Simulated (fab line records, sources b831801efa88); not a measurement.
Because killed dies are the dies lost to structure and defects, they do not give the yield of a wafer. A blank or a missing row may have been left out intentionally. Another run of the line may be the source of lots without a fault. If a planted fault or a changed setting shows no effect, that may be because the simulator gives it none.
A lot that was struck, set against a sound lot | flow sky130 | 32 out of 708 route steps
Sound: these wafers, L682.1, L682.4, L682.5. Wafers struck: L700.2, L700.4, L700.6. Last of all comes the cause.
Each step with rows lists, per side, the tool, then ch with its chambers, then its first start. Under that, the readings that differ: sound wafers | struck wafers | difference of the means | sigmas: that difference in standard deviations of wafers without a fault.
alike: readings with means less than 2 such deviations apart, plus words and numbers identical on both sides. not compared: withheld readings, readings lacking a value on some wafer, bounds such as >300 that could conceal the same value, and numbers that have no deviation in the record and whose values overlap.
Wherever a step has rows on one side only, a row that says differs or no value, or a row with sigmas, the two part there. Non-overlapping numbers with no deviation appear without sigmas and do not part them. A reading that every wafer of one side lacks parts them only if that side has two wafers or more.

SKY_PWDE_OVL_MEAS_07:
  sound on overlay-01 at day 3 17:26; struck on overlay-02 at day 8 00:32
  alike: PWDE_OVL
after that, 1 step had no rows for these wafers: SKY_PWDE_IMPLANT_08.
SKY_PWDE_STRIP_09: strips in O2/N2.
  sound on plasmaAsher-04 ch 0,1, day 3 17:37; struck on plasmaAsher-03 ch 1, day 8 00:43
reading                  | sound             | struck            | difference | sigmas
stripTimeToEndpointS (s) | 36.82 36.90 36.83 | 36.96 37.12 37.09 | +0.21      | +2
  alike: drypumpMotorCurrentA, n2FlowSccm, oesProductAu
  not compared: rfHoursCounterH
SKY_PWDE_TW_MEAS_10:
  sound on filmMetro-01 at day 3 17:43; struck on filmMetro-03 at day 8 00:50
reading | sound             | struck            | difference | sigmas
PWDE_TW | 364.9 366.1 365.1 | 373.6 370.0 373.8 | +7.1       | +3
then, 7 steps without rows for these wafers: SKY_NWELL_DEHYDRATE_03 (time 60 s); SKY_NWELL_HMDS_04 (prime time 60 s); SKY_NWELL_COAT_05 (resist thk 3000 nm); SKY_NWELL_SOFTBAKE_06; SKY_NWELL_EXPOSE_07 (exposes mask NWM, target cd 840 nm); SKY_NWELL_PEB_08; SKY_NWELL_DEVELOP_09 (develop time 60 s).
SKY_NWELL_OVL_MEAS_10:
  sound on overlay-01 at day 4 10:41; struck on overlay-02 at day 8 20:08
  alike: NWELL_00_OVL
SKY_NWELL_IMPLANT_11:
  sound on implanter-03 ch 0, day 4 10:43; struck on implanter-03 ch 0, day 8 20:12
reading          | sound             | struck            | difference | sigmas
beamOnS (s)      | 9.76 10.14 10.17  | 7.66 7.94 7.61    | -2.29      | -12
faradayCurrentUA | 109.6 106.4 105.7 | 140.5 135.2 140.4 | +31.5      | +17
  alike: beamEnergyKeV, doseIonsCm2
then, 2 steps without rows for these wafers: SKY_NWELL_IMPLANT_12; SKY_NWELL_IMPLANT_13.
SKY_NWELL_STRIP_14: strips in O2/N2.
  sound on plasmaAsher-02 ch 1, day 4 11:10; struck on plasmaAsher-02 ch 0,1, day 8 20:37
  alike: drypumpMotorCurrentA, n2FlowSccm, oesProductAu, stripTimeToEndpointS
  not compared: rfHoursCounterH
SKY_NWELL_TW_MEAS_15:
  sound on filmMetro-01 at day 4 11:16; struck on filmMetro-03 at day 8 20:44
reading  | sound          | struck         | difference | sigmas
NWELL_TW | 1785 1793 1779 | 1676 1666 1679 | -112       | -9
then, 7 steps without rows for these wafers: SKY_NWELL_DEHYDRATE_16 (time 60 s); SKY_NWELL_HMDS_17 (prime time 60 s); SKY_NWELL_COAT_18 (resist thk 3000 nm); SKY_NWELL_SOFTBAKE_19; SKY_NWELL_EXPOSE_20 (exposes mask NWM COMPLEMENT, target cd 840 nm); SKY_NWELL_PEB_21; SKY_NWELL_DEVELOP_22 (develop time 60.97 s).
SKY_NWELL_OVL_MEAS_23:
  sound on overlay-02 at day 5 04:30; struck on overlay-01 at day 9 17:41
  alike: NWELL_01_OVL
after that, 1 step had no rows for these wafers: SKY_NWELL_IMPLANT_24.
SKY_NWELL_STRIP_25: strips in O2/N2.
  sound on plasmaAsher-02 ch 0,1, day 5 04:41; struck on plasmaAsher-03 ch 1, day 9 17:52
reading                  | sound       | struck      | difference | sigmas
drypumpMotorCurrentA (A) | 5.5 5.5 5.9 | 6.4 6.4 6.4 | +0.8       | +2
  alike: n2FlowSccm, oesProductAu, stripTimeToEndpointS
  not compared: rfHoursCounterH
SKY_NWELL_TW_MEAS_26:
  sound on filmMetro-02 at day 5 04:47; struck on filmMetro-01 at day 9 17:59
  alike: NWELL_2_TW
then, 1 step without rows for these wafers: SKY_NWELL_CLEAN_27 (cleans in SC1/SC2, time 150 s).
SKY_NWELL_RTA_28: time 30 s.
  sound on rtpAnneal-02 ch 0, day 5 04:54; struck on rtpAnneal-01 ch 0, day 9 18:06
  alike: lampPowerPct, wafer_temp_C_max
SKY_NWELL_RS_MEAS_29: measurement is done with a four-point probe.
  sound on filmMetro-01 at day 5 05:00; struck on filmMetro-01 at day 9 18:12
reading           | sound             | struck            | difference | sigmas
NWELL_RS (ohm/sq) | 626.8 621.2 625.4 | 713.8 714.8 713.6 | +89.6      | +53
-- the record jumps here: 40 days lie between the struck wafers' starts before and after (it left off in module NWELL and takes up again in module PAD_OPEN, whose first step shown is number 708 of the route) --
SKY_PAD_OPEN_PROBE_99:
  sound on prober-01 at day 45 15:36; struck on prober-02 at day 49 22:52
reading                              | sound                        | struck                       | difference | sigmas
model.etest.nfet_16v.rOnOhmUm        | 1.405e+04 1.39e+04 1.403e+04 | 1.52e+04 1.503e+04 1.509e+04 | +1.11e+03  | 
model.etest.resNwell.lineOhmUm       | 1114 1110 1114               | 1418 1420 1386               | +295       | 
model.etest.resNwell.rsOhmSq         | 917.1 922 940.1              | 1142 1139 1135               | +212       | 
model.etest.tip_p_5v.rsOhmSq         | 2897 2867 2877               | 2823 2798 2814               | -69        | 
model.etest.resIsoPwell.widthNm (nm) | 2648 2637 2651               | 2680 2685 2687               | +39        | 
model.etest.resNwell.widthNm (nm)    | 837.8 836.5 839.5            | 810.5 810.8 812.4            | -26.7      | 
model.etest.pfet_16v.driveUaUm       | 241.2 243.9 238.3            | 256.5 257 255.7              | +15.3      | 
model.etest.fieldP.vtV (V)           | -40.01 -40.41 -41.17         | -37.42 -37.64 -37.01         | +3.17      | 
  alike: killed_at_M0_to_M3, killed_at_M4_up, killedAtContacts, killedAtFrontEnd, killedAtOther, killedDies, killedOpen, killedShort

## WHERE THEY PART
Earliest at SKY_PWDE_STRIP_09; latest, in this record, at SKY_NWELL_RS_MEAS_29. Later steps at which nothing parts them and some readings are alike: SKY_PAD_OPEN_PROBE_99.

WHY: what had been put in by the simulator
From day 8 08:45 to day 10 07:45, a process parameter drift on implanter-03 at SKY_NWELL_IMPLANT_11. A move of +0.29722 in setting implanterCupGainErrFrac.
